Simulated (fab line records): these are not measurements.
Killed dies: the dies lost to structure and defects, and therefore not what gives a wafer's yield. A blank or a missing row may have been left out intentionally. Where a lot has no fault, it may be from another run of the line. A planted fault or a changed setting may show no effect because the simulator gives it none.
fab line records -- flow gf180mcu
[record] lots = 7, wafers = 21, last_day = 34
route steps=602 shown NWELL@137 LVPWELL@138 MVPSD@139 VT_IMPLANT@140 DUAL_GATE@141
lots that met no fault: taken from a fault-free run of the same line
start_h: hours from the record's opening day to when the first of the lot's shown wafers began -- wait_h: hours elapsed since this lot's preceding step -- " unchanged from the row above -- L1.1+2: a single row standing in for several wafers -- - either no value or no given start -- * or withheld: withheld -- < > ~ a bound
route shown NAME@n: NAME is a module with steps in the file, n the number in the route of the first one -- usual: mean and standard deviation over wafers with no fault -- same: alike in all rows -- chamber/n: place in a boat -- sites: per-site readings -- _std_site: how widely they spread, as a standard deviation -- _edge_site: outer sites' mean less inner sites' -- radius_mm: for every site, how far away it sits from the centre of the wafer -- mask NAME#n: copy n -- behind: tool/chamber where the wafer was last shaped -- hold: the reason the lot was held/the length of the hold in hours/how it ended -- device: whichever transistor did not switch (one of n, p or np) -- end of line: the same wafers' tests at the end of the route -- a step given without rows: its recipe and nothing more -- killed: at the first sort, the dies lost to defects and structure; wafer yield is something else -- map: dies across one wafer; x = killed, . = not, _ = none there
set.NAME: the setting the step ran with; set.NAME@STEP: the setting that earlier step ran with -- model.NAME: the simulator's own value behind a step, which no gauge read
lots at selected steps of the route; one table per step, one row per wafer
services: from which hour (start_h, from the record's first day; less than 0 if before it) a tool's chamber was out of use, for how many hours, and why
[[steps]]
[step GF_VT_IMPLANT_RS_MEAS_47]
[recipe] thk_meas_gauge = four-point-probe
[usual] NWELL_RS = 487.6/1.2
lot.wafer,tool,chamber,start_h,wait_h,NWELL_RS[ohm/sq]
L784.3,film_metro-04,-,181.12,0.1,488.7
L784.4,film_metro-04,-,181.12,0.1,488.0
L784.5,film_metro-04,-,181.12,0.1,488.4
L785.2,film_metro-01,-,186.99,0.1,487.5
L785.4,film_metro-01,-,186.99,0.1,488.7
L785.5,film_metro-01,-,186.99,0.1,488.8
L787.1,film_metro-04,-,195.57,0.1,487.2
L787.4,film_metro-04,-,195.57,0.1,486.9
L787.6,film_metro-04,-,195.57,0.1,488.5
L786.3,film_metro-01,-,197.50,0.1,488.8
L786.4,film_metro-01,-,197.50,0.1,490.1
L786.6,film_metro-01,-,197.50,0.1,489.9
L794.2,film_metro-04,-,241.42,0.1,488.3
L794.3,film_metro-04,-,241.42,0.1,488.3
L794.5,film_metro-04,-,241.42,0.1,487.7
L801.2,film_metro-03,-,290.03,0.1,487.3
L801.3,film_metro-03,-,290.03,0.1,486.6
L801.5,film_metro-03,-,290.03,0.1,487.4
L803.3,film_metro-01,-,303.68,0.1,486.2
L803.4,film_metro-01,-,303.68,0.1,487.7
L803.6,film_metro-01,-,303.68,0.1,485.8
[step GF_VT_IMPLANT_RS_MEAS_48]
[recipe] thk_meas_gauge = four-point-probe
[usual] LVPWELL_RS = 1196.8/3
lot.wafer,tool,chamber,start_h,wait_h,LVPWELL_RS[ohm/sq]
L784.3,film_metro-04,-,181.24,0.1,1196.1
L784.4,film_metro-04,-,181.24,0.1,1194.4
L784.5,film_metro-04,-,181.24,0.1,1198.8
L785.2,film_metro-01,-,187.11,0.1,1196.5
L785.4,film_metro-01,-,187.11,0.1,1200.3
L785.5,film_metro-01,-,187.11,0.1,1195.8
L787.1,film_metro-04,-,195.69,0.1,1193.8
L787.4,film_metro-04,-,195.69,0.1,1191.6
L787.6,film_metro-04,-,195.69,0.1,1189.3
L786.3,film_metro-01,-,197.62,0.1,1198.9
L786.4,film_metro-01,-,197.62,0.1,1192.3
L786.6,film_metro-01,-,197.62,0.1,1196.4
L794.2,film_metro-04,-,241.54,0.1,1196.0
L794.3,film_metro-04,-,241.54,0.1,1192.8
L794.5,film_metro-04,-,241.54,0.1,1195.7
L801.2,film_metro-03,-,290.15,0.1,1199.1
L801.3,film_metro-03,-,290.15,0.1,1197.8
L801.5,film_metro-03,-,290.15,0.1,1203.1
L803.3,film_metro-01,-,303.80,0.1,1198.8
L803.4,film_metro-01,-,303.80,0.1,1195.6
L803.6,film_metro-01,-,303.80,0.1,1195.3
[step GF_VT_IMPLANT_RS_MEAS_49]
[recipe] thk_meas_gauge = four-point-probe
[usual] MVPSD_RS = 1168.8/2.8
lot.wafer,tool,chamber,start_h,wait_h,MVPSD_RS[ohm/sq]
L784.3,film_metro-04,-,181.36,0.1,1169.6
L784.4,film_metro-04,-,181.36,0.1,1171.1
L784.5,film_metro-04,-,181.36,0.1,1169.8
L785.2,film_metro-01,-,187.23,0.1,1170.1
L785.4,film_metro-01,-,187.23,0.1,1168.9
L785.5,film_metro-01,-,187.23,0.1,1173.6
L787.1,film_metro-04,-,195.81,0.1,1167.9
L787.4,film_metro-04,-,195.81,0.1,1167.5
L787.6,film_metro-04,-,195.81,0.1,1165.5
L786.3,film_metro-01,-,197.74,0.1,1171.4
L786.4,film_metro-01,-,197.74,0.1,1168.0
L786.6,film_metro-01,-,197.74,0.1,1170.2
L794.2,film_metro-04,-,241.66,0.1,1165.8
L794.3,film_metro-04,-,241.66,0.1,1169.1
L794.5,film_metro-04,-,241.66,0.1,1167.2
L801.2,film_metro-03,-,290.27,0.1,1166.9
L801.3,film_metro-03,-,290.27,0.1,1166.5
L801.5,film_metro-03,-,290.27,0.1,1167.3
L803.3,film_metro-01,-,303.92,0.1,1169.1
L803.4,film_metro-01,-,303.92,0.1,1170.9
L803.6,film_metro-01,-,303.92,0.1,1170.8
[step GF_VT_IMPLANT_WET_ETCH_50]
[recipe] chemistry = dHF, target_depth_nm = 20, target = SiO2, temp_c = 25, dilution = 100:1, time_s = 400
[step GF_DUAL_GATE_CLEAN_00]
[recipe] chemistry = SC1/SC2, mix = 1:4:20, temp_c = 70, time_s = 150
[step GF_DUAL_GATE_CLEAN_01]
[recipe] chemistry = dHF, time_s = 20, dilution = 100:1, dry = ipa_marangoni
[step GF_DUAL_GATE_OXIDATION_02]
[recipe] temp_c = 900, ambient = O2, stabilise_s = 600, purge_s = 300, target_thk_a = 108.87, ox_time_s = 1602
[step GF_DUAL_GATE_THK_MEAS_03]
[recipe] reads = SiO2_of_DUAL_GATE_OXIDATION_02
[usual] DUAL_GATE_OXIDATION_00_THK = 10.87/0.21
lot.wafer,tool,chamber,start_h,wait_h,DUAL_GATE_OXIDATION_00_THK[nm]
L784.3,film_metro-02,-,187.36,0.0,11.05
L784.4,film_metro-02,-,187.36,0.0,11.18
L784.5,film_metro-02,-,187.36,0.0,11.02
L785.2,film_metro-01,-,189.92,0.0,11.21
L785.4,film_metro-01,-,189.92,0.0,10.93
L785.5,film_metro-01,-,189.92,0.0,10.97
L787.1,film_metro-04,-,197.96,0.0,10.91
L787.4,film_metro-04,-,197.96,0.0,10.78
L787.6,film_metro-04,-,197.96,0.0,11.00
L786.3,film_metro-01,-,199.48,0.0,11.04
L786.4,film_metro-01,-,199.48,0.0,10.75
L786.6,film_metro-01,-,199.48,0.0,11.00
L794.2,film_metro-02,-,244.10,0.0,10.63
L794.3,film_metro-02,-,244.10,0.0,10.75
L794.5,film_metro-02,-,244.10,0.0,10.46
L801.2,film_metro-02,-,292.17,0.0,10.69
L801.3,film_metro-02,-,292.17,0.0,10.73
L801.5,film_metro-02,-,292.17,0.0,10.72
L803.3,film_metro-01,-,305.65,0.0,11.02
L803.4,film_metro-01,-,305.65,0.0,11.19
L803.6,film_metro-01,-,305.65,0.0,11.07
[step GF_DUAL_GATE_DEHYDRATE_04]
[recipe] temp_c = 200, time_s = 60
[step GF_DUAL_GATE_HMDS_05]
[recipe] prime_time_s = 60, prime_temp_c = 120
[step GF_DUAL_GATE_COAT_06]
[recipe] resist = NOVOLAK, spin_rpm = 3000, resist_thk_nm = 1000
[step GF_DUAL_GATE_SOFTBAKE_07]
[recipe] temp_c = 90, time_s = 60, resist = NOVOLAK
[step GF_DUAL_GATE_EXPOSE_08]
[recipe] mask_id = Dualgate, target_cd_nm = 700, na = 0.6, source_shape = conventional, sigma_outer = 0.6, dose_mj = 140
[usual] exposure_dose_mJ_cm2 = 140.00/0.15, focus_offset_nm = 0.1/0.66, stage_vel_mm_s = 500.04/0.25
lot.wafer,tool,chamber,start_h,wait_h,mask,exposure_dose_mJ_cm2,focus_offset_nm,stage_vel_mm_s
L784.3,iline_stepper-02,-,195.67,-,Dualgate#0,-,-,-
L784.4,iline_stepper-02,-,195.67,-,Dualgate#0,-,-,-
L784.5,iline_stepper-02,-,195.67,-,Dualgate#0,-,-,-
L785.2,iline_stepper-01,-,198.87,-,Dualgate#0,-,-,-
L785.4,iline_stepper-01,-,198.87,-,Dualgate#0,-,-,-
L785.5,iline_stepper-01,-,198.87,-,Dualgate#0,-,-,-
L787.1,iline_stepper-01,-,206.11,-,Dualgate#0,-,-,-
L787.4,iline_stepper-01,-,206.11,-,Dualgate#0,-,-,-
L787.6,iline_stepper-01,-,206.11,-,Dualgate#0,-,-,-
L786.3,iline_stepper-01,0,207.44,-,Dualgate#0,140.05,1.4,499.94
L786.4,iline_stepper-01,0,207.44,-,Dualgate#0,140.20,0.2,499.98
L786.6,iline_stepper-01,0,207.44,-,Dualgate#0,139.91,1.4,499.84
L794.2,iline_stepper-01,0,253.66,-,Dualgate#0,140.02,-0.7,499.92
L794.3,iline_stepper-01,0,253.66,-,Dualgate#0,140.15,-0.6,500.28
L794.5,iline_stepper-01,0,253.66,-,Dualgate#0,139.99,-1.1,500.09
L801.2,iline_stepper-01,0,302.04,-,Dualgate#0,140.05,0.0,500.50
L801.3,iline_stepper-01,0,302.04,-,Dualgate#0,139.85,0.4,500.19
L801.5,iline_stepper-01,0,302.04,-,Dualgate#0,139.94,0.4,500.20
L803.3,iline_stepper-01,0,316.32,-,Dualgate#0,139.85,0.6,499.96
L803.4,iline_stepper-01,0,316.32,-,Dualgate#0,139.80,0.5,499.56
L803.6,iline_stepper-01,0,316.32,-,Dualgate#0,140.06,-0.1,499.96
[step GF_DUAL_GATE_PEB_09]
[recipe] temp_c = withheld, time_s = *, resist = NOVOLAK
[[services]]
tool,chamber,start_h,hours,kind
iline_stepper-01,-,215.20,2.4,repair
iline_stepper-01,-,247.29,1.7,pm
iline_stepper-01,-,264.54,21.1,repair
iline_stepper-01,-,302.30,3.0,repair
[[key]]
[first_sign] step = GF_DUAL_GATE_EXPOSE_08, reading = tool_record, direction = missing
effect none on later readings
met_at GF_DUAL_GATE_EXPOSE_08
struck_wafers L784.3,L784.4,L784.5,L785.2,L785.4,L785.5,L787.1,L787.4,L787.6
later_rows_left_out L784.3,L784.4,L784.5,L785.2,L785.4,L785.5,L787.1,L787.4,L787.6
sort_left_out L784.3,L784.4,L784.5,L785.2,L785.4,L785.5,L787.1,L787.4,L787.6
tester_left_out L784,L785,L787
[fault] kind = skipped_step_whole, tool = iline_stepper-01,iline_stepper-02, chamber = -, onset_h = 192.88, steps = GF_DUAL_GATE_EXPOSE_08, scope = struck_lots_only
// tester_left_out: of these lots the tester's yield and bins aren't shown, on N5 and GAA mostly nor the transistor test; their killed dies are dies lost to structure and defects alone, not to doping, threshold or leakage, so they don't give the yield
// sort_left_out: the simulated sort isn't trusted on such a fault, so these wafers' sort isn't shown, and their yield isn't known
// later_rows_left_out: the simulator's readings of these wafers behind a module that went badly wrong aren't trusted and aren't shown, but for the sort
